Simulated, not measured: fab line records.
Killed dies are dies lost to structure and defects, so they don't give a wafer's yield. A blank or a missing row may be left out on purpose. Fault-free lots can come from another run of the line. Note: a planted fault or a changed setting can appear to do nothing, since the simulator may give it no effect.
Lot-split experiment ; flow sky130 ; route with 708 steps; 5 lots, 23 wafers read

## ABOUT THE SPLIT
At SKY_METAL1_EXPOSE_12 (exposes mask MM1, target cd 140 nm), the setting doseMj was moved away from the recipe's 28 on 8 of the 23 wafers read, by -3.5% to +2.7%. For the rest of the wafers, this setting stayed at what the recipe calls for.

## FROM THE SPLIT TO THE READING: what the file shows between them, 2 steps
- SKY_METAL1_PEB_13
- SKY_METAL1_DEVELOP_14: develop time 60 s

## THE READING
cdNm (nm) at SKY_METAL1_CD_MEAS_15, where the cd target is 140 nm. On this fab line, fault-free wafers typically give 140.3 nm with a standard deviation of 1.1 nm.

wafer;tool, chamber at the split;doseMj as run;against the recipe;cdNm, nm;against lot-mates on the recipe
L077.1;krfScanner-01, 0;28;recipe;140.0;-
L077.2;krfScanner-01, 0;28;recipe;139.0;-
L077.3;krfScanner-01, 0;28.75;+2.7%;134.6;-5.1
L077.4;krfScanner-01, 0;28.75;+2.7%;133.4;-6.3
L077.5;krfScanner-01, 0;28;recipe;140.1;-
L079.1;krfScanner-02, 0;28;recipe;140.9;-
L079.2;krfScanner-02, 0;28;recipe;142.7;-
L079.3;krfScanner-02, 0;28;recipe;142.1;-
L079.4;krfScanner-02, 0;28;recipe;141.3;-
L079.5;krfScanner-02, 0;28;recipe;142.2;-
L080.2;krfScanner-01, 0;28;recipe;139.2;-
L080.3;krfScanner-01, 0;27.03;-3.5%;147.3;+7.6
L080.4;krfScanner-01, 0;27.03;-3.5%;146.5;+6.8
L080.5;krfScanner-01, 0;27.03;-3.5%;144.5;+4.8
L080.6;krfScanner-01, 0;28;recipe;140.3;-
L083.1;krfScanner-02, 0;28;recipe;139.4;-
L083.3;krfScanner-02, 0;28;recipe;139.1;-
L083.4;krfScanner-02, 0;27.3;-2.5%;145.0;+5.8
L083.5;krfScanner-02, 0;27.3;-2.5%;145.1;+5.8
L083.6;krfScanner-02, 0;27.3;-2.5%;143.3;+4.1
L085.1;krfScanner-02, 0;28;recipe;140.2;-
L085.2;krfScanner-02, 0;28;recipe;140.9;-
L085.4;krfScanner-02, 0;28;recipe;139.2;-

THE FIT
A straight line over all 23 wafers: cdNm changes by -1.84 nm for each +1% of doseMj; r = -0.93; the points scatter about the line by 1.2 nm.
The same after taking each lot's own level away (the mean of its wafers on the recipe; 23 wafers): -1.97 nm for each +1%; r = -0.97; scatter 0.79 nm.
On that fit, the largest move of doseMj shifts the reading by 6.8 nm.
Measured against the standard deviation above, the lots' own levels, which go from 139.25 to 141.84 nm, span 2.4 times it.
Hence the lot-to-lot level has little effect on the slope; both slopes agree.
Check: for one of the wafers moved furthest among these (-3.5%), held out of the fit, the line's prediction against its lot-mates is +6.61 nm. It came out at +7.55 nm against them.

## OTHER SPLITS ON THESE WAFERS
These wafers also went through other splits before the reading. Each is held against what the fit with the lots' levels taken away leaves over:
other split on the same wafers;wafers away from the commonest value;r with cdNm (lot level and that fit taken away)
SKY_LOCAL_INTERCONNECT_METAL_ETCH_14 icpW;4;-0.19
SKY_CONTACT_HDPCVD_02 sih4FlowSccm;5;+0.14
SKY_CONTACT_COAT_09 resistThkNm;8;-0.17
SKY_CONTACT_CMP_27 tOverpolishS;9;+0.07
SKY_METAL1_COAT_10 spinRpm;7;-0.45

## THE WHOLE CHAIN: every reading that the file lists as answering this split, in the file's order
step;what it does;reading;change (the file's fit);r (the file's)
SKY_METAL1_CD_MEAS_15;target cd 140 nm;cdNm;-1.98 nm for each +1% of the setting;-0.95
SKY_METAL1_DESCUM_17;chemistry O2, time 8 s;METAL1.cdNm (the simulator's own value, which no gauge read);-2.02 nm for each +1% of the setting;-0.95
SKY_METAL1_ETCH_18;etches BARC in N2/H2, stops on SiO2, time 45.9 s, target depth 60 nm;METAL1.cdNm (the simulator's own value, which no gauge read);-2.13 nm for each +1% of the setting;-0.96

## FILE'S OWN FIT
cdNm changes by -1.98 nm for each +1% of doseMj, r = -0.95.
